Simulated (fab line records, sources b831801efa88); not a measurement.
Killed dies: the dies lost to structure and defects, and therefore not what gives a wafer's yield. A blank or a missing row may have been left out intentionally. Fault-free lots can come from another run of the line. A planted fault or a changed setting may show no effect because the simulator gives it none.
The tool behind it: which one? :: flow sky130 :: 72 wafers from 24 lots sampled at 6 of the route's 708 steps

## WHAT THE GAUGES READ, wafer by wafer
SKY_LDD_N_TW_MEAS_17. Usual: LDD_N_TW gives 2571 (standard deviation 19).
lot: L074
measured: day 17 22:56
on: film-metro-02
LDD_N_TW: 2560 2569 2578
flag: 

lot: L075
measured: day 18 08:04
on: film-metro-02
LDD_N_TW: 2573 2585 2589
flag: 

lot: L076
measured: day 18 16:15
on: film-metro-01
LDD_N_TW: 2610 2608 2602
flag: 

lot: L077
measured: day 19 07:56
on: film-metro-02
LDD_N_TW: 2579 2596 2582
flag: 

lot: L079
measured: day 20 04:26
on: film-metro-02
LDD_N_TW: 2583 2572 2561
flag: 

lot: L080
measured: day 20 04:59
on: film-metro-02
LDD_N_TW: 2556 2566 2577
flag: 

lot: L078
measured: day 20 05:53
on: film-metro-04
LDD_N_TW: 2550 2545 2554
flag: 

lot: L081
measured: day 20 12:23
on: film-metro-02
LDD_N_TW: 2570 2572 2563
flag: 

lot: L082
measured: day 21 06:41
on: film-metro-04
LDD_N_TW: 2561 2543 2546
flag: 

lot: L083
measured: day 21 08:35
on: film-metro-04
LDD_N_TW: 2576 2559 2571
flag: 

lot: L085
measured: day 21 23:57
on: film-metro-04
LDD_N_TW: 2567 2570 2575
flag: 

lot: L084
measured: day 22 00:14
on: film-metro-01
LDD_N_TW: 2597 2585 2573
flag: 

lot: L086
measured: day 22 05:36
on: film-metro-01
LDD_N_TW: 2592 2605 2582
flag: 

lot: L087
measured: day 22 16:22
on: film-metro-04
LDD_N_TW: 2536 2551 2548
flag: 

lot: L088
measured: day 23 01:56
on: film-metro-04
LDD_N_TW: 2546 2544 2552
flag: 

lot: L089
measured: day 23 11:41
on: film-metro-04
LDD_N_TW: 2551 2539 2553
flag: 

lot: L090
measured: day 23 22:00
on: film-metro-01
LDD_N_TW: 2569 2582 2587
flag: 

lot: L092
measured: day 24 14:13
on: film-metro-04
LDD_N_TW: 2556 2547 2540
flag: 

lot: L091
measured: day 24 17:35
on: film-metro-01
LDD_N_TW: 2589 2607 2596
flag: 

lot: L093
measured: day 24 22:50
on: film-metro-04
LDD_N_TW: 2555 2565 2549
flag: 

lot: L094
measured: day 25 06:53
on: film-metro-02
LDD_N_TW: 2585 2572 2591
flag: 

lot: L096
measured: day 25 21:08
on: film-metro-02
LDD_N_TW: 2570 2596 2577
flag: 

lot: L095
measured: day 26 01:02
on: film-metro-01
LDD_N_TW: 2584 2584 2590
flag: 

lot: L097
measured: day 26 15:44
on: film-metro-01
LDD_N_TW: 2595 2599 2583
flag: 

SKY_LDD_LDN_TW_MEAS_13. Usual: LDD_LDN_TW gives 1478 (standard deviation 8.6).
lot: L074
measured: day 23 03:11
on: film-metro-01
LDD_LDN_TW: 1480 1473 1474
flag: 

lot: L075
measured: day 23 13:54
on: film-metro-04
LDD_LDN_TW: 1455 1464 1461
flag: 

lot: L076
measured: day 23 20:00
on: film-metro-01
LDD_LDN_TW: 1481 1480 1479
flag: 

lot: L077
measured: day 24 11:53
on: film-metro-02
LDD_LDN_TW: 1482 1477 1481
flag: 

lot: L079
measured: day 25 08:32
on: film-metro-01
LDD_LDN_TW: 1491 1495 1487
flag: 

lot: L080
measured: day 25 09:26
on: film-metro-02
LDD_LDN_TW: 1480 1481 1478
flag: 

lot: L078
measured: day 25 10:14
on: film-metro-02
LDD_LDN_TW: 1472 1485 1482
flag: 

lot: L081
measured: day 25 15:14
on: film-metro-04
LDD_LDN_TW: 1468 1475 1473
flag: 

lot: L082
measured: day 26 10:05
on: film-metro-02
LDD_LDN_TW: 1481 1481 1480
flag: 

lot: L083
measured: day 26 12:05
on: film-metro-04
LDD_LDN_TW: 1471 1464 1466
flag: 

lot: L085
measured: day 27 01:12
on: film-metro-02
LDD_LDN_TW: 1475 1482 1484
flag: 

lot: L084
measured: day 27 01:47
on: film-metro-02
LDD_LDN_TW: 1479 1479 1484
flag: 

lot: L086
measured: day 27 06:42
on: film-metro-04
LDD_LDN_TW: 1480 1476 1481
flag: 

lot: L087
measured: day 27 16:28
on: film-metro-04
LDD_LDN_TW: 1468 1475 1487
flag: 

lot: L088
measured: day 28 01:50
on: film-metro-04
LDD_LDN_TW: 1477 1472 1473
flag: 

lot: L089
measured: day 28 11:26
on: film-metro-04
LDD_LDN_TW: 1465 1472 1471
flag: 

lot: L090
measured: day 28 20:27
on: film-metro-02
LDD_LDN_TW: 1487 1492 1488
flag: 

lot: L092
measured: day 29 13:28
on: film-metro-02
LDD_LDN_TW: 1482 1481 1480
flag: 

lot: L091
measured: day 29 16:20
on: film-metro-02
LDD_LDN_TW: 1479 1485 1476
flag: 

lot: L093
measured: day 29 20:59
on: film-metro-01
LDD_LDN_TW: 1481 1493 1489
flag: 

lot: L094
measured: day 30 05:38
on: film-metro-04
LDD_LDN_TW: 1461 1459 1467
flag: 

lot: L096
measured: day 30 15:11
on: film-metro-02
LDD_LDN_TW: 1479 1471 1484
flag: 

lot: L095
measured: day 30 21:08
on: film-metro-01
LDD_LDN_TW: 1482 1485 1491
flag: 

lot: L097
measured: day 31 11:47
on: film-metro-02
LDD_LDN_TW: 1480 1483 1490
flag: 

SKY_METAL1_THK_MEAS_06: measures by xrf. Usual: METAL1_ALCU_THK gives 247.2 nm (standard deviation 2.8).
lot: L074
measured: day 31 21:52
on: film-metro-02
METAL1_ALCU_THK (nm): 244.9 247.7 245.4
flag: 

lot: L075
measured: day 32 09:37
on: film-metro-03
METAL1_ALCU_THK (nm): 246.5 242.2 244.3
flag: 

lot: L076
measured: day 32 13:37
on: film-metro-03
METAL1_ALCU_THK (nm): 246.1 244.6 246.4
flag: 

lot: L077
measured: day 33 05:32
on: film-metro-02
METAL1_ALCU_THK (nm): 242.7 245.9 243.4
flag: 

lot: L079
measured: day 34 01:05
on: film-metro-02
METAL1_ALCU_THK (nm): 248.1 245.7 245.6
flag: 

lot: L080
measured: day 34 01:16
on: film-metro-01
METAL1_ALCU_THK (nm): 250.8 249.0 249.0
flag: 

lot: L078
measured: day 34 02:19
on: film-metro-01
METAL1_ALCU_THK (nm): 247.6 246.9 245.3
flag: 

lot: L081
measured: day 34 04:37
on: film-metro-02
METAL1_ALCU_THK (nm): 249.9 249.0 243.4
flag: 

lot: L082
measured: day 34 23:44
on: film-metro-02
METAL1_ALCU_THK (nm): 250.0 251.2 246.2
flag: 

lot: L083
measured: day 35 03:59
on: film-metro-03
METAL1_ALCU_THK (nm): 245.1 246.1 249.5
flag: 

lot: L085
measured: day 35 10:59
on: film-metro-02
METAL1_ALCU_THK (nm): 247.5 246.7 249.2
flag: 

lot: L084
measured: day 35 15:24
on: film-metro-01
METAL1_ALCU_THK (nm): 252.5 247.8 250.7
flag: 

lot: L086
measured: day 35 19:18
on: film-metro-02
METAL1_ALCU_THK (nm): 247.4 247.6 243.1
flag: 

lot: L087
measured: day 36 06:04
on: film-metro-01
METAL1_ALCU_THK (nm): 251.5 249.1 250.7
flag: 

lot: L088
measured: day 36 11:13
on: film-metro-03
METAL1_ALCU_THK (nm): 249.2 244.7 250.3
flag: 

lot: L089
measured: day 36 20:34
on: film-metro-02
METAL1_ALCU_THK (nm): 245.5 244.4 241.8
flag: 

lot: L090
measured: day 37 04:17
on: film-metro-03
METAL1_ALCU_THK (nm): 243.7 243.3 244.7
flag: 

lot: L092
measured: day 37 20:33
on: film-metro-03
METAL1_ALCU_THK (nm): 251.9 246.7 249.8
flag: 

lot: L091
measured: day 38 00:14
on: film-metro-01
METAL1_ALCU_THK (nm): 253.1 253.2 253.5
flag: 

lot: L093
measured: day 38 01:49
on: film-metro-02
METAL1_ALCU_THK (nm): 245.5 248.7 248.0
flag: 

lot: L094
measured: day 38 11:45
on: film-metro-02
METAL1_ALCU_THK (nm): 243.1 245.7 247.8
flag: 

lot: L096
measured: day 38 19:04
on: film-metro-02
METAL1_ALCU_THK (nm): 247.7 245.6 247.1
flag: 

lot: L095
measured: day 39 01:17
on: film-metro-02
METAL1_ALCU_THK (nm): 250.2 253.1 252.7
flag: 

lot: L097
measured: day 39 15:11
on: film-metro-02
METAL1_ALCU_THK (nm): 239.0 242.4 246.7
flag: 

SKY_METAL1_CD_MEAS_15 targets a cd of 140 nm. Usual: cd-nm 139.8 nm, standard deviation 1.4.
lot: L074
measured: day 33 01:54
on: cd-sem-02
cd-nm (nm): 139.4 140.0 140.3
flag: 

lot: L075
measured: day 33 13:05
on: cd-sem-01
cd-nm (nm): 137.6 138.0 138.1
flag: 

lot: L076
measured: day 33 17:04
on: cd-sem-02
cd-nm (nm): 140.7 139.6 141.1
flag: 

lot: L077
measured: day 34 08:19
on: cd-sem-01
cd-nm (nm): 138.4 139.2 138.2
flag: 

lot: L079
measured: day 35 04:21
on: cd-sem-01
cd-nm (nm): 140.0 138.1 139.1
flag: 

lot: L080
measured: day 35 04:33
on: cd-sem-02
cd-nm (nm): 140.5 140.0 140.4
flag: 

lot: L078
measured: day 35 05:03
on: cd-sem-01
cd-nm (nm): 138.6 139.1 139.3
flag: 

lot: L081
measured: day 35 07:34
on: cd-sem-01
cd-nm (nm): 138.8 139.1 139.3
flag: 

lot: L082
measured: day 36 02:37
on: cd-sem-02
cd-nm (nm): 139.2 139.9 138.9
flag: 

lot: L083
measured: day 36 07:04
on: cd-sem-02
cd-nm (nm): 141.0 141.7 140.5
flag: 

lot: L085
measured: day 36 12:34
on: cd-sem-01
cd-nm (nm): 141.0 138.6 138.9
flag: 

lot: L084
measured: day 36 18:18
on: cd-sem-02
cd-nm (nm): 136.8 138.1 137.8
flag: 

lot: L086
measured: day 36 21:41
on: cd-sem-02
cd-nm (nm): 142.0 141.6 141.2
flag: 

lot: L087
measured: day 37 08:10
on: cd-sem-02
cd-nm (nm): 139.2 138.2 139.9
flag: 

lot: L088
measured: day 37 13:46
on: cd-sem-02
cd-nm (nm): 141.2 141.7 142.0
flag: 

lot: L089
measured: day 37 23:04
on: cd-sem-02
cd-nm (nm): 139.8 141.3 139.9
flag: 

lot: L090
measured: day 38 05:55
on: cd-sem-02
cd-nm (nm): 137.5 137.3 137.6
flag: 

lot: L092
measured: day 38 21:53
on: cd-sem-02
cd-nm (nm): 139.9 138.2 139.3
flag: 

lot: L091
measured: day 39 01:27
on: cd-sem-02
cd-nm (nm): 139.9 139.5 139.5
flag: 

lot: L093
measured: day 39 03:48
on: cd-sem-02
cd-nm (nm): 142.4 141.6 141.4
flag: 

lot: L094
measured: day 39 13:00
on: cd-sem-01
cd-nm (nm): 141.6 140.5 139.5
flag: 

lot: L096
measured: day 39 20:10
on: cd-sem-02
cd-nm (nm): 139.7 139.2 140.2
flag: 

lot: L095
measured: day 40 02:00
on: cd-sem-02
cd-nm (nm): 141.8 142.6 142.1
flag: 

lot: L097
measured: day 40 15:42
on: cd-sem-01
cd-nm (nm): 140.0 139.6 140.3
flag: 

## WHAT TOOL EACH LOT RAN ON (gives the tool, then ch and the chambers of the sampled wafers, and finally the start)
lot: L074
SKY_SPACER_ETCHBACK_02: rie-diel-04 ch 0,2,3, day 23 04:34
SKY_METAL1_SPUTTER_02: pvd-sputter-02, day 31 21:39

lot: L075
SKY_SPACER_ETCHBACK_02: rie-diel-03 ch 0,1,3, day 23 15:50
SKY_METAL1_SPUTTER_02: pvd-sputter-03, day 32 09:23

lot: L076
SKY_SPACER_ETCHBACK_02: rie-diel-04 ch 0,1,3, day 23 21:22
SKY_METAL1_SPUTTER_02: pvd-sputter-02, day 32 13:23

lot: L077
SKY_SPACER_ETCHBACK_02: rie-diel-02 ch 0,1,2, day 24 13:56
SKY_METAL1_SPUTTER_02: pvd-sputter-03, day 33 05:20

lot: L079
SKY_SPACER_ETCHBACK_02: rie-diel-03 ch 0,1, day 25 10:53
SKY_METAL1_SPUTTER_02: pvd-sputter-02, day 34 00:52

lot: L080
SKY_SPACER_ETCHBACK_02: rie-diel-04 ch 0,2,3, day 25 10:53
SKY_METAL1_SPUTTER_02: pvd-sputter-03, day 34 01:04

lot: L078
SKY_SPACER_ETCHBACK_02: rie-diel-02 ch 1,3, day 25 12:05
SKY_METAL1_SPUTTER_02: pvd-sputter-02, day 34 02:06

lot: L081
SKY_SPACER_ETCHBACK_02: rie-diel-03 ch 1,2,3, day 25 16:38
SKY_METAL1_SPUTTER_02: pvd-sputter-02, day 34 04:25

lot: L082
SKY_SPACER_ETCHBACK_02: rie-diel-02 ch 0,1,3, day 26 12:07
SKY_METAL1_SPUTTER_02: pvd-sputter-01, day 34 23:31

lot: L083
SKY_SPACER_ETCHBACK_02: rie-diel-04 ch 0,3, day 26 15:17
SKY_METAL1_SPUTTER_02: pvd-sputter-03, day 35 03:46

lot: L085
SKY_SPACER_ETCHBACK_02: rie-diel-03 ch 0,1, day 27 02:46
SKY_METAL1_SPUTTER_02: pvd-sputter-02, day 35 10:46

lot: L084
SKY_SPACER_ETCHBACK_02: rie-diel-02 ch 0,2,3, day 27 05:20
SKY_METAL1_SPUTTER_02: pvd-sputter-03, day 35 15:11

lot: L086
SKY_SPACER_ETCHBACK_02: rie-diel-03 ch 2,3, day 27 08:04
SKY_METAL1_SPUTTER_02: pvd-sputter-01, day 35 19:05

lot: L087
SKY_SPACER_ETCHBACK_02: rie-diel-02 ch 0,2,3, day 27 19:41
SKY_METAL1_SPUTTER_02: pvd-sputter-01, day 36 05:50

lot: L088
SKY_SPACER_ETCHBACK_02: rie-diel-02 ch 0,1, day 28 03:47
SKY_METAL1_SPUTTER_02: pvd-sputter-01, day 36 11:01

lot: L089
SKY_SPACER_ETCHBACK_02: rie-diel-04 ch 0,1,2, day 28 12:49
SKY_METAL1_SPUTTER_02: pvd-sputter-02, day 36 20:21

lot: L090
SKY_SPACER_ETCHBACK_02: rie-diel-03 ch 0,2,3, day 28 23:20
SKY_METAL1_SPUTTER_02: pvd-sputter-03, day 37 04:04

lot: L092
SKY_SPACER_ETCHBACK_02: rie-diel-02 ch 1,3, day 29 15:25
SKY_METAL1_SPUTTER_02: pvd-sputter-01, day 37 20:19

lot: L091
SKY_SPACER_ETCHBACK_02: rie-diel-02 ch 0,3, day 29 18:53
SKY_METAL1_SPUTTER_02: pvd-sputter-01, day 38 00:02

lot: L093
SKY_SPACER_ETCHBACK_02: rie-diel-04 ch 2,3, day 29 22:22
SKY_METAL1_SPUTTER_02: pvd-sputter-02, day 38 01:36

lot: L094
SKY_SPACER_ETCHBACK_02: rie-diel-03 ch 0,1,2, day 30 07:36
SKY_METAL1_SPUTTER_02: pvd-sputter-01, day 38 11:32

lot: L096
SKY_SPACER_ETCHBACK_02: rie-diel-03 ch 1,2,3, day 30 16:34
SKY_METAL1_SPUTTER_02: pvd-sputter-01, day 38 18:51

lot: L095
SKY_SPACER_ETCHBACK_02: rie-diel-04 ch 0,2,3, day 30 22:31
SKY_METAL1_SPUTTER_02: pvd-sputter-01, day 39 01:05

lot: L097
SKY_SPACER_ETCHBACK_02: rie-diel-04 ch 0,1, day 31 13:10
SKY_METAL1_SPUTTER_02: pvd-sputter-02, day 39 14:59
- SKY_SPACER_ETCHBACK_02: etches Si3N4 in CH3F/O2, stops on SiO2, time 46.7 s, target depth 45 nm.
- SKY_METAL1_SPUTTER_02: material AlCu, target thk 250 nm, time 13.3 s.

## WHAT THE TOOLS THEMSELVES READ (means of the sampled wafers that have a number; where no wafer has one, the mark that the record gives instead)
SKY_SPACER_ETCHBACK_02. Usual: drypump-motor-current-A 5.8 A, standard deviation 0.5; oes-product-au 0.854 a.u., standard deviation 0.0065; rf-fwd-power-W 396.4 W, standard deviation 1.9; throttle-valve-pct 10.562 %, standard deviation 0.0092.
lot: L074
tool: rie-diel-04
drypump-motor-current-A (A): 5.7
oes-product-au (a.u.): 0.841
rf-fwd-power-W (W): 397.6
throttle-valve-pct (%): 10.561
flag: 

lot: L075
tool: rie-diel-03
drypump-motor-current-A (A): 5.6
oes-product-au (a.u.): 0.857
rf-fwd-power-W (W): 395.9
throttle-valve-pct (%): 10.562
flag: 

lot: L076
tool: rie-diel-04
drypump-motor-current-A (A): 5.7
oes-product-au (a.u.): 0.854
rf-fwd-power-W (W): 397.4
throttle-valve-pct (%): 10.564
flag: 

lot: L077
tool: rie-diel-02
drypump-motor-current-A (A): 6.0
oes-product-au (a.u.): 0.856
rf-fwd-power-W (W): 396.0
throttle-valve-pct (%): 10.560
flag: 

lot: L079
tool: rie-diel-03
drypump-motor-current-A (A): 5.9
oes-product-au (a.u.): 0.848
rf-fwd-power-W (W): 396.0
throttle-valve-pct (%): 10.563
flag: 

lot: L080
tool: rie-diel-04
drypump-motor-current-A (A): 5.7
oes-product-au (a.u.): 0.852
rf-fwd-power-W (W): 398.0
throttle-valve-pct (%): 10.559
flag: 

lot: L078
tool: rie-diel-02
drypump-motor-current-A (A): 5.6
oes-product-au (a.u.): 0.855
rf-fwd-power-W (W): 396.1
throttle-valve-pct (%): 10.560
flag: 

lot: L081
tool: rie-diel-03
drypump-motor-current-A (A): 5.7
oes-product-au (a.u.): 0.850
rf-fwd-power-W (W): 396.8
throttle-valve-pct (%): 10.566
flag: 

lot: L082
tool: rie-diel-02
drypump-motor-current-A (A): 5.8
oes-product-au (a.u.): 0.858
rf-fwd-power-W (W): 395.7
throttle-valve-pct (%): 10.567
flag: 

lot: L083
tool: rie-diel-04
drypump-motor-current-A (A): 5.6
oes-product-au (a.u.): 0.853
rf-fwd-power-W (W): 397.3
throttle-valve-pct (%): 10.558
flag: 

lot: L085
tool: rie-diel-03
drypump-motor-current-A (A): 6.0
oes-product-au (a.u.): 0.859
rf-fwd-power-W (W): 397.2
throttle-valve-pct (%): 10.562
flag: 

lot: L084
tool: rie-diel-02
drypump-motor-current-A (A): 5.9
oes-product-au (a.u.): 0.853
rf-fwd-power-W (W): 394.9
throttle-valve-pct (%): 10.559
flag: 

lot: L086
tool: rie-diel-03
drypump-motor-current-A (A): 5.4
oes-product-au (a.u.): 0.844
rf-fwd-power-W (W): 397.2
throttle-valve-pct (%): 10.557
flag: 

lot: L087
tool: rie-diel-02
drypump-motor-current-A (A): 5.9
oes-product-au (a.u.): 0.851
rf-fwd-power-W (W): 395.2
throttle-valve-pct (%): 10.568
flag: 

lot: L088
tool: rie-diel-02
drypump-motor-current-A (A): 6.1
oes-product-au (a.u.): 0.854
rf-fwd-power-W (W): 393.8
throttle-valve-pct (%): 10.563
flag: 

lot: L089
tool: rie-diel-04
drypump-motor-current-A (A): 5.8
oes-product-au (a.u.): 0.862
rf-fwd-power-W (W): 396.8
throttle-valve-pct (%): 10.569
flag: 

lot: L090
tool: rie-diel-03
drypump-motor-current-A (A): 5.8
oes-product-au (a.u.): 0.856
rf-fwd-power-W (W): 396.6
throttle-valve-pct (%): 10.557
flag: 

lot: L092
tool: rie-diel-02
drypump-motor-current-A (A): 5.4
oes-product-au (a.u.): 0.869
rf-fwd-power-W (W): 395.4
throttle-valve-pct (%): 10.571
flag: 

lot: L091
tool: rie-diel-02
drypump-motor-current-A (A): 6.0
oes-product-au (a.u.): 0.854
rf-fwd-power-W (W): 394.6
throttle-valve-pct (%): 10.561
flag: 

lot: L093
tool: rie-diel-04
drypump-motor-current-A (A): 6.2
oes-product-au (a.u.): 0.855
rf-fwd-power-W (W): 397.9
throttle-valve-pct (%): 10.556
flag: 

lot: L094
tool: rie-diel-03
drypump-motor-current-A (A): 6.1
oes-product-au (a.u.): 0.851
rf-fwd-power-W (W): 396.3
throttle-valve-pct (%): 10.566
flag: 

lot: L096
tool: rie-diel-03
drypump-motor-current-A (A): 5.7
oes-product-au (a.u.): 0.861
rf-fwd-power-W (W): 396.6
throttle-valve-pct (%): 10.570
flag: 

lot: L095
tool: rie-diel-04
drypump-motor-current-A (A): 5.7
oes-product-au (a.u.): 0.850
rf-fwd-power-W (W): 396.1
throttle-valve-pct (%): 10.567
flag: 

lot: L097
tool: rie-diel-04
drypump-motor-current-A (A): 5.3
oes-product-au (a.u.): 0.851
rf-fwd-power-W (W): 395.6
throttle-valve-pct (%): 10.558
flag: 

SKY_METAL1_SPUTTER_02. Usual: throttle-valve-pct 29.8 %, standard deviation 1.1.
lot: L074
tool: pvd-sputter-02
throttle-valve-pct (%): 30.3
flag: 

lot: L075
tool: pvd-sputter-03
throttle-valve-pct (%): 30.0
flag: 

lot: L076
tool: pvd-sputter-02
throttle-valve-pct (%): 28.8
flag: 

lot: L077
tool: pvd-sputter-03
throttle-valve-pct (%): 29.9
flag: 

lot: L079
tool: pvd-sputter-02
throttle-valve-pct (%): 28.6
flag: 

lot: L080
tool: pvd-sputter-03
throttle-valve-pct (%): 29.5
flag: 

lot: L078
tool: pvd-sputter-02
throttle-valve-pct (%): 30.1
flag: 

lot: L081
tool: pvd-sputter-02
throttle-valve-pct (%): 30.2
flag: 

lot: L082
tool: pvd-sputter-01
throttle-valve-pct (%): 29.9
flag: 

lot: L083
tool: pvd-sputter-03
throttle-valve-pct (%): 30.0
flag: 

lot: L085
tool: pvd-sputter-02
throttle-valve-pct (%): 30.0
flag: 

lot: L084
tool: pvd-sputter-03
throttle-valve-pct (%): 30.6
flag: 

lot: L086
tool: pvd-sputter-01
throttle-valve-pct (%): 29.9
flag: 

lot: L087
tool: pvd-sputter-01
throttle-valve-pct (%): 29.9
flag: 

lot: L088
tool: pvd-sputter-01
throttle-valve-pct (%): 29.8
flag: 

lot: L089
tool: pvd-sputter-02
throttle-valve-pct (%): 28.1
flag: 

lot: L090
tool: pvd-sputter-03
throttle-valve-pct (%): 30.6
flag: 

lot: L092
tool: pvd-sputter-01
throttle-valve-pct (%): 30.3
flag: 

lot: L091
tool: pvd-sputter-01
throttle-valve-pct (%): 30.1
flag: 

lot: L093
tool: pvd-sputter-02
throttle-valve-pct (%): 31.3
flag: 

lot: L094
tool: pvd-sputter-01
throttle-valve-pct (%): 29.8
flag: 

lot: L096
tool: pvd-sputter-01
throttle-valve-pct (%): 29.8
flag: 

lot: L095
tool: pvd-sputter-01
throttle-valve-pct (%): 30.0
flag: 

lot: L097
tool: pvd-sputter-02
throttle-valve-pct (%): 28.7
flag: 

## THE ANSWER, worked out from the rows above alone
Rule: a lot is off if the mean of its wafers that have a number lies more than 3 standard deviations from the usual mean. A lot without any number at a reading at which 4 lots or more have one is off too. Where the step has rows for the other lots, those lots are counted as sound. Order of review: gauges by route order, followed by the tools' own readings, for which a lot's mean as printed above is used. At the first step where some lot is off, the reading lying furthest off is the one used; lots without a number count as furthest.
No lot is off on any of the readings shown, so nothing can be concluded from this.

## WHAT THE SIMULATOR HAD PUT IN
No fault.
